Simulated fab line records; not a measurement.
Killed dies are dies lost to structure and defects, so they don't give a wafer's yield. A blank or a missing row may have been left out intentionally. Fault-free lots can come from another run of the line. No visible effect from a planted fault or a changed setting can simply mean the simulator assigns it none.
2 desks, one fault ; flow gf180mcu ; each desk holds nothing but its own numbers, with what lay behind them at the end

## FROM THE METROLOGY DESK
Means of the sampled wafers that have a number, per lot and without regard to the tool the lot ran on: this is what the gauges read. Marked OUT: a lot whose mean sits more than 4 standard deviations from the usual mean, which makes it out of limits; the brackets give that distance.
Columns: A = CONTACT_OVL at GF_CONTACT_OVL_MEAS_15, usual -1 nm; B = M1_ALCU_RS at GF_M1_RS_MEAS_05, usual 0.0696 ohm/sq; C = M1_ALCU_THK at GF_M1_THK_MEAS_06, usual 452 nm; D = V1_BOW at GF_V1_BOW_MEAS_05, usual 82 um; E = V2_BOW at GF_V2_BOW_MEAS_05, usual 100 um
lot;first seen here;A;B;C;D;E
L861;day 16 23:22;10;0.0688;458;81;95
L863;day 17 15:48;-1;0.0697;451;84;101
L864;day 17 23:58;2;0.0698;451;85;108
L865;day 18 05:39;4;0.0698;452;84;99
L868;day 19 09:46;1;0.0702;451;85;103
L869;day 19 22:30;-1;0.0701;449;72;81
L871;day 20 07:56;-3;0.0690;457;82;104
L876;day 22 10:16;0;0.1952 (+99 or more) OUT;237 (-43) OUT;96;116
L877;day 22 16:49;5;0.1320 (+95) OUT;343 (-22) OUT;84;107
L878;day 23 00:04;-4;0.0700;451;84;111
L883;day 24 11:34;0;0.0694;453;85;108
L884;day 24 20:31;-6;0.0697;451;79;98
This desk reports L876, L877 out of limits; the earliest was L876 at day 22 11:41 (M1_ALCU_RS at GF_M1_RS_MEAS_05). L861, L863, L864, L865, L868, L869, L871, L878, L883, L884: within limits.

## FOR THE TOOL OWNER'S DESK: pvd sputter-02
The tool's own readings at GF_M1_SPUTTER_02 (material AlCu, target thk 450 nm, time 23.9 s): means of the sampled wafers that have a number, for each lot that ran on this tool. Marked OUT: a lot whose mean sits more than 4 standard deviations from the usual mean, which makes it out of limits; the brackets give that distance.
Columns: A = throttle valve pct at GF_M1_SPUTTER_02, usual 29.9 %
lot;first seen here;A
L864;day 18 01:16;29.7
L869;day 19 23:49;29.7
L871;day 20 09:14;30.0
L876;day 22 11:34;29.9
L877;day 22 18:10;30.0
This desk's verdict: no lot among the 5 shows anything out of limits.

## PUT TOGETHER
The metrology desk could have raised an alarm at day 22 11:41, on L876, L877.
The tool owner's desk saw nothing out of limits.
The tool owner's desk has L876, L877 on record, within its limits.
Every lot named ran GF_M1_SPUTTER_02 on pvd sputter-02.

## WHAT WAS PUT IN BY THE SIMULATOR
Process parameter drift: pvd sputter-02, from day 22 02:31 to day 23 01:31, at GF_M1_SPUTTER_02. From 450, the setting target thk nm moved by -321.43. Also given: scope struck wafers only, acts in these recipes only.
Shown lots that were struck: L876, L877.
Per desk, hours elapsed from the start of the fault to the first reading out of limits: for the metrology desk, 9.
